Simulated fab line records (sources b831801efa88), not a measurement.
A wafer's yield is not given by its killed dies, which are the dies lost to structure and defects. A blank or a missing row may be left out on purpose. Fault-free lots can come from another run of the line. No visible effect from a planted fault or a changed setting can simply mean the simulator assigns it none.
A struck lot beside a sound one / flow sky130 / 43 out of 708 route steps
Sound: these wafers, L529.1, L529.2, L529.5. Wafers struck: L532.2, L532.3, L532.6. The cause is named last.
Per side, at each step with rows, come the tool, then ch with its chambers, and then its first start. Under that, the readings that differ: sound wafers / struck wafers / difference of the means / sigmas: that difference in standard deviations of wafers without a fault.
alike: readings whose means differ by less than 2 such deviations, and words and numbers that are the same on both sides. not compared: withheld readings, readings that some wafer has no value for, bounds like >300 that may hide the same value, and numbers for which the record gives no deviation and whose values overlap.
The two part at a step that has a row with sigmas, a row that says differs or no value, or rows on one side only. Numbers that don't overlap but have no deviation are shown without sigmas and don't part them. Lack of a reading on every wafer of one side parts them only where that side has two or more wafers.

SKY_FIELD_ISO_STRIP_16: strips in O2/N2.
  sound on plasma-asher-01 ch 0,1, day 2 15:58; struck on plasma-asher-03 ch 0,1, day 3 07:56
  alike: drypump-motor-current-A, oes-product-au, strip-time-to-endpoint-s
  not compared: rf-hours-counter-h
SKY_FIELD_ISO_ETCH_17: etches Si in HBr/Cl2/O2, target depth 342 nm, time 97.7 s.
  sound on rie-si-01 ch 0,1,3, day 2 16:04; struck on rie-si-02 ch 0,1, day 3 08:02
  alike: O2_flow_sccm, drypump-motor-current-A, oes-product-au, rf-fwd-power-W, throttle-valve-pct
  not compared: rf-hours-counter-h
then, 5 steps without rows for these wafers: SKY_FIELD_ISO_WET_ETCH_18 (etches Si3N4 in H3PO4, target depth 25 nm, time 286 s); SKY_FIELD_ISO_CLEAN_19 (cleans in SC1/SC2, time 150 s); SKY_FIELD_ISO_CLEAN_20 (cleans in dHF, time 20 s); SKY_FIELD_ISO_WET_ETCH_21 (etches SiO2 in dHF, target depth 20 nm, time 412.2 s); SKY_FIELD_ISO_OXIDATION_22 (stabilise 600 s, purge 300 s, target thk 10 nm).
SKY_FIELD_ISO_THK_MEAS_23:
  sound: film-metro-02 at day 2 22:36; struck: film-metro-04 at day 3 11:36
  alike: FIELD_ISO_OXIDATION_01_THK
then, 1 step without rows for these wafers: SKY_FIELD_ISO_CVD_24 (deposits SiO2, target thk 595 nm, time 99.2 s).
SKY_FIELD_ISO_THK_MEAS_25:
  sound: film-metro-03 at day 2 22:44; struck: film-metro-02 at day 3 11:44
  alike: FIELD_ISO_CVD_24_THK
then, 1 step without rows for these wafers: SKY_FIELD_ISO_ANNEAL_26 (time 1800 s).
SKY_FIELD_ISO_CMP_27: polishes, stops on Si3N4, t overpolish 16 s, target thk 457.8 nm.
  sound on cmp-02 ch 1,2,3, day 3 07:00; struck on cmp-01 ch 0,2, day 3 16:04
  alike: edge-zone-pressure-frac, motor-current-A, overpolish-run-s, time-to-endpoint-s
SKY_FIELD_ISO_WET_ETCH_28: etches SiO2 in dHF, target depth 23.7 nm, time 47 s.
  sound on wet-bench-01 ch 3, day 3 07:18; struck on wet-bench-01 ch 0, day 3 16:19
then, 4 steps without rows for these wafers: SKY_FIELD_ISO_WET_ETCH_29 (etches Si3N4 in H3PO4, target depth 160 nm, time 1825 s); SKY_FIELD_ISO_WET_ETCH_30 (etches SiO2 in dHF, target depth 25 nm, time 50 s); SKY_NWELL_CLEAN_00 (cleans in SC1/SC2, time 150 s); SKY_NWELL_OXIDATION_01 (stabilise 600 s, purge 300 s, target thk 10 nm).
SKY_NWELL_THK_MEAS_02:
  sound: film-metro-02 at day 3 11:26; struck: film-metro-04 at day 4 00:29
  alike: NWELL_OXIDATION_THK
then, 8 steps without rows for these wafers: SKY_DNWELL_DEHYDRATE_00 (time 60 s); SKY_DNWELL_HMDS_01 (prime time 60 s); SKY_DNWELL_COAT_02 (resist thk 3000 nm); SKY_DNWELL_SOFTBAKE_03; SKY_DNWELL_EXPOSE_04 (exposes mask DNM, target cd 3000 nm); SKY_DNWELL_PEB_05; SKY_DNWELL_DEVELOP_06 (develop time 62.68 s); SKY_DNWELL_IMPLANT_07.
SKY_DNWELL_STRIP_08: strips in O2/N2.
  sound on plasma-asher-03 ch 0,1, day 4 03:08; struck on plasma-asher-03 ch 0,1, day 4 15:00
  alike: drypump-motor-current-A, oes-product-au, strip-time-to-endpoint-s
  not compared: rf-hours-counter-h
SKY_DNWELL_TW_MEAS_09:
  sound: film-metro-01 at day 4 03:14; struck: film-metro-04 at day 4 15:07
  alike: DNWELL_TW
then, 7 steps without rows for these wafers: SKY_PWDE_DEHYDRATE_00 (time 60 s); SKY_PWDE_HMDS_01 (prime time 60 s); SKY_PWDE_COAT_02 (resist thk 3000 nm); SKY_PWDE_SOFTBAKE_03; SKY_PWDE_EXPOSE_04 (exposes mask PWDEM, target cd 840 nm); SKY_PWDE_PEB_05; SKY_PWDE_DEVELOP_06 (develop time 60 s).
SKY_PWDE_OVL_MEAS_07:
  sound: overlay-02 at day 4 18:57; struck: overlay-02 at day 5 08:46
  alike: PWDE_OVL
next, for these wafers, 1 step has no rows: SKY_PWDE_IMPLANT_08.
SKY_PWDE_STRIP_09: strips in O2/N2.
  sound on plasma-asher-02 ch 0,1, day 4 19:08; struck on plasma-asher-03 ch 0, day 5 08:56
reading=oes-product-au (a.u.); sound=0.718 0.711 0.718; struck=0.723 0.732 0.720; difference=+0.009; sigmas=+2
  alike: drypump-motor-current-A, strip-time-to-endpoint-s
  not compared: rf-hours-counter-h
SKY_PWDE_TW_MEAS_10:
  sound: film-metro-01 at day 4 19:14; struck: film-metro-04 at day 5 09:03
  alike: PWDE_TW
then, 3 steps without rows for these wafers: SKY_NWELL_DEHYDRATE_03 (time 60 s); SKY_NWELL_HMDS_04 (prime time 60 s); SKY_NWELL_COAT_05 (resist thk 3000 nm).
-- the record jumps here: 42 days lie between the struck wafers' starts before and after (it left off in module NWELL and takes up again in module PAD_OPEN, whose first step shown is number 708 of the route) --
SKY_PAD_OPEN_PROBE_99:
  rows exist in the record for the struck wafers here (prober-02, day 47 13:45), but not for the sound ones

## WHERE THEY PART
Last at SKY_PAD_OPEN_PROBE_99 as far as this record goes, first at SKY_PWDE_STRIP_09.

WHY: what had been put in by the simulator
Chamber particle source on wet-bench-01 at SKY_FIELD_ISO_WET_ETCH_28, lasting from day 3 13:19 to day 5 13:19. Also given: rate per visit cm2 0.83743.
